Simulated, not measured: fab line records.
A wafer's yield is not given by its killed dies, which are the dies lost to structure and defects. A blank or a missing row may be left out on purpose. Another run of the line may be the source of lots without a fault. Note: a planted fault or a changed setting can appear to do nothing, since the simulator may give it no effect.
Chamber matching :: flow gf180mcu :: pecvd-04 running GF_V3_CVD_02: 3 sister chambers
The step deposits SiO2 from TEOS, target thk 850 nm, time 94.851 s. 22 wafers are shown with their chamber, then 11 later ones without.

## WAFERS PAIRED WITH THEIR CHAMBERS
wafer: L077.1
chamber: 2
heaterPowerW (W): 650

wafer: L077.2
chamber: 0
heaterPowerW (W): 516

wafer: L077.3
chamber: 1
heaterPowerW (W): 682

wafer: L077.4
chamber: 1
heaterPowerW (W): 733

wafer: L077.5
chamber: 2
heaterPowerW (W): 684

wafer: L077.6
chamber: 0
heaterPowerW (W): 593

wafer: L080.1
chamber: 2
heaterPowerW (W): 605

wafer: L080.2
chamber: 0
heaterPowerW (W): 638

wafer: L080.4
chamber: 2
heaterPowerW (W): 656

wafer: L082.3
chamber: 0
heaterPowerW (W): 563

wafer: L082.4
chamber: 2
heaterPowerW (W): 568

wafer: L082.5
chamber: 1
heaterPowerW (W): 695

wafer: L086.1
chamber: 1
heaterPowerW (W): 676

wafer: L086.3
chamber: 2
heaterPowerW (W): 616

wafer: L086.6
chamber: 1
heaterPowerW (W): 735

wafer: L087.3
chamber: 0
heaterPowerW (W): 567

wafer: L087.4
chamber: 2
heaterPowerW (W): 578

wafer: L087.5
chamber: 0
heaterPowerW (W): 604

wafer: L088.3
chamber: 0
heaterPowerW (W): 588

wafer: L088.4
chamber: 1
heaterPowerW (W): 581

wafer: L088.5
chamber: 0
heaterPowerW (W): 633

wafer: L089.1
chamber: 1
heaterPowerW (W): 723

SIGNATURES (averages over the wafers above)
reading: heaterPowerW
chamber 0: 587.75
chamber 1: 689.29
chamber 2: 622.43
scatter within a chamber: 45.4
Rule: for a wafer and a chamber, the distance is found by dividing, reading by reading, the gap between the wafer's reading and the chamber's mean by the reading's scatter, squaring, summing and taking the root. The wafer belongs to the nearest chamber; if the next one is less than 2 further off, it can't be placed. The scatter: take each reading less its chamber's mean, square it, sum over the shown wafers, divide by the number of wafers less the number of chambers, and take the root.

## WAFERS MISSING THEIR CHAMBER
wafer: L089.2
heaterPowerW (W): 613

wafer: L089.3
heaterPowerW (W): 583

wafer: L089.4
heaterPowerW (W): 646

wafer: L089.5
heaterPowerW (W): 643

wafer: L089.6
heaterPowerW (W): 761

wafer: L090.3
heaterPowerW (W): 633

wafer: L090.5
heaterPowerW (W): 690

wafer: L090.6
heaterPowerW (W): 657

wafer: L093.2
heaterPowerW (W): 716

wafer: L093.3
heaterPowerW (W): 673

wafer: L093.5
heaterPowerW (W): 613

## CHAMBER TAKEN BY EACH
wafer: L089.2
from the rows above: can't be placed: 2 or 0 or 1
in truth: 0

wafer: L089.3
from the rows above: can't be placed: 0 or 2
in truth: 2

wafer: L089.4
from the rows above: can't be placed: 2 or 1 or 0
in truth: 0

wafer: L089.5
from the rows above: can't be placed: 2 or 1 or 0
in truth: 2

wafer: L089.6
from the rows above: can't be placed: 1 or 2
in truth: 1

wafer: L090.3
from the rows above: can't be placed: 2 or 0 or 1
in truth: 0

wafer: L090.5
from the rows above: can't be placed: 1 or 2
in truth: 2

wafer: L090.6
from the rows above: can't be placed: 1 or 2 or 0
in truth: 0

wafer: L093.2
from the rows above: can't be placed: 1 or 2
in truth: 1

wafer: L093.3
from the rows above: can't be placed: 1 or 2 or 0
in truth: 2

wafer: L093.5
from the rows above: can't be placed: 2 or 0 or 1
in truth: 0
0 of 11 placed correctly. These rows do not allow placing 11 (true chamber among the candidates in 11). Number placed wrongly: 0.
